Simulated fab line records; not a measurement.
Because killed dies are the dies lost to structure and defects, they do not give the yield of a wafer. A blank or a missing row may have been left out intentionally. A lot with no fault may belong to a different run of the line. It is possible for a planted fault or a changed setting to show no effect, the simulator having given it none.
A lot that was struck, set against a sound lot :: flow sfq-line :: 19 out of 325 route steps
Sound: the wafers L432.2, L432.3, L432.5. Struck: wafers L442.1, L442.4, L442.5. The cause is given at the end.
At each step with rows: each side's tool, then ch and its chambers, then its first start. Under that, the readings that differ: sound wafers :: struck wafers :: difference of the means :: sigmas: that difference in standard deviations of wafers without a fault.
alike: same words and numbers on both sides, and readings whose means sit less than 2 such deviations apart. not compared: any withheld reading, any reading some wafer has no value for, any bound like >300 that may hide the same value, and any number with overlapping values for which the record gives no deviation.
Wherever a step has rows on one side only, a row that says differs or no value, or a row with sigmas, the two part there. Non-overlapping numbers with no deviation appear without sigmas and do not part them. A reading that every wafer of one side lacks parts them only if that side has two wafers or more.

SFQ_M4_OVL_MEAS_926:
  sound: overlay-01 at day 45 16:52; struck: overlay-02 at day 51 03:17
  alike: M4_OVL
SFQ_TRILAYER_M4_BARC_OPEN_METAL_ETCH_123: etches BARC in O2, target depth 125 nm, time 41.7 s.
  sound on rie-metal-03 ch 0,1, day 45 16:54; struck on rie-metal-02 ch 1, day 51 03:19
  alike: chamber-pressure-mTorr, drypump-motor-current-A, oes-product-au
  not compared: rf-hours-counter-h
SFQ_TRILAYER_M4_ETCH_METAL_ETCH_096: etches Nb in Cl2/Ar, stops on SiO2, target depth 240 nm, time 120 s.
  sound on rie-metal-03 ch 0,1, day 45 16:58; struck on rie-metal-02 ch 1, day 51 03:26
  alike: chamber-pressure-mTorr, drypump-motor-current-A, oes-product-au
  not compared: rf-hours-counter-h
SFQ_TRILAYER_M4_STRIP_STRIP_097: strips in O2.
  sound on rie-metal-03 ch 0,1, day 45 17:05; struck on rie-metal-02 ch 1, day 51 03:41
  alike: chamber-pressure-mTorr, drypump-motor-current-A, oes-product-au
  not compared: rf-hours-counter-h
then, 1 step without rows for these wafers: SFQ_TRILAYER_M4_STRIP_SOLV_CLEAN_098 (cleans in NMP, time 600 s).
SFQ_TRILAYER_I4_DEP_PECVD_099: deposits SiO2 from SiH4/N2O, time 111.11 s, target thk 500 nm.
  sound on pecvd-01 ch 0,2, day 45 17:52; struck on pecvd-03 ch 0,1, day 51 05:04
  alike: heater-power-w, throttle-valve-pct
then, 1 step without rows for these wafers: SFQ_TRILAYER_I4_CMP_CMP_100 (polishes SiO2).
SFQ_I4_BOW_MEAS_927:
  sound: film-metro-04 at day 45 23:28; struck: film-metro-04 at day 51 08:34
  alike: I4_BOW
SFQ_TRILAYER_I4_METRO_MEASURE_101:
  sound: film-metro-04 at day 45 23:46; struck: film-metro-04 at day 51 08:41
  alike: thk-nm
then, 3 steps without rows for these wafers: SFQ_TRILAYER_I4_VIA_LITHO_COAT_108 (resist thk 62 nm); SFQ_TRILAYER_I4_VIA_LITHO_COAT_103 (resist thk 650 nm); SFQ_TRILAYER_I4_VIA_LITHO_SOFTBAKE_107.
-- the record jumps here: 6 days lie between the struck wafers' starts before and after --
SFQ_TRILAYER_I4_VIA_LITHO_EXPOSE_104: exposes mask I4, target cd 700 nm.
  sound on krf-scanner-01 ch 0, day 50 12:12; struck on krf-scanner-02 ch 0, day 57 04:39
reading: exposure-dose-mJ-cm2
sound: 21.293 21.289 21.268
struck: 18.863 18.863 18.895
difference: -2.410
sigmas: -99 or more
  alike: mask
then, 2 steps without rows for these wafers: SFQ_TRILAYER_I4_VIA_LITHO_PEB_106 (peb time 60 s); SFQ_TRILAYER_I4_VIA_LITHO_DEVELOP_105 (time 60 s).
SFQ_I4_OVL_MEAS_928:
  sound: overlay-02 at day 50 13:31; struck: overlay-01 at day 57 06:09
reading: I4_OVL (nm)
sound: -6 -3 -10
struck: 14 11 9
difference: +18
sigmas: +3
SFQ_TRILAYER_I4_VIA_BARC_OPEN_VIA_ETCH_146: etches BARC in O2, target depth 125 nm, time 41.7 s.
  sound on rie-diel-02 ch 0,2, day 50 13:32; struck on rie-diel-01 ch 1,2,3, day 57 06:11
reading: model.I4.cd-nm (nm)
sound: 699.8 699.8 700.8
struck: 680.5 681.2 680.7
difference: -19.3
sigmas: 
  alike: chamber-pressure-mTorr, drypump-motor-current-A, oes-product-au
  not compared: rf-hours-counter-h
SFQ_TRILAYER_I4_VIA_ETCH_VIA_ETCH_106: etches SiO2 in CHF3, stops on Nb, target depth 260 nm.
  sound on rie-diel-02 ch 0,2, day 50 13:35; struck on rie-diel-01 ch 1,2,3, day 57 06:13
reading: model.I4.cd-nm (nm)
sound: 700.6 698.7 700.8
struck: 680.7 678.6 680.9
difference: -20.0
sigmas: 
  alike: chamber-pressure-mTorr, drypump-motor-current-A, oes-product-au
then, 1 step without rows for these wafers: SFQ_TRILAYER_I4_VIA_STRIP_STRIP_107 (strips in O2).

== WHERE THEY PART ==
Earliest at SFQ_TRILAYER_I4_VIA_LITHO_EXPOSE_104; latest, in this record, at SFQ_I4_OVL_MEAS_928. Later steps at which nothing parts them and some readings are alike: SFQ_TRILAYER_I4_VIA_BARC_OPEN_VIA_ETCH_146, SFQ_TRILAYER_I4_VIA_ETCH_VIA_ETCH_106.

WHY: the cause the simulator had injected
Drift in process parameters on krf-scanner-02 at SFQ_TRILAYER_I4_VIA_LITHO_EXPOSE_104, starting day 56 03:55. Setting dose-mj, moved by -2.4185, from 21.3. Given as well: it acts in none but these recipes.
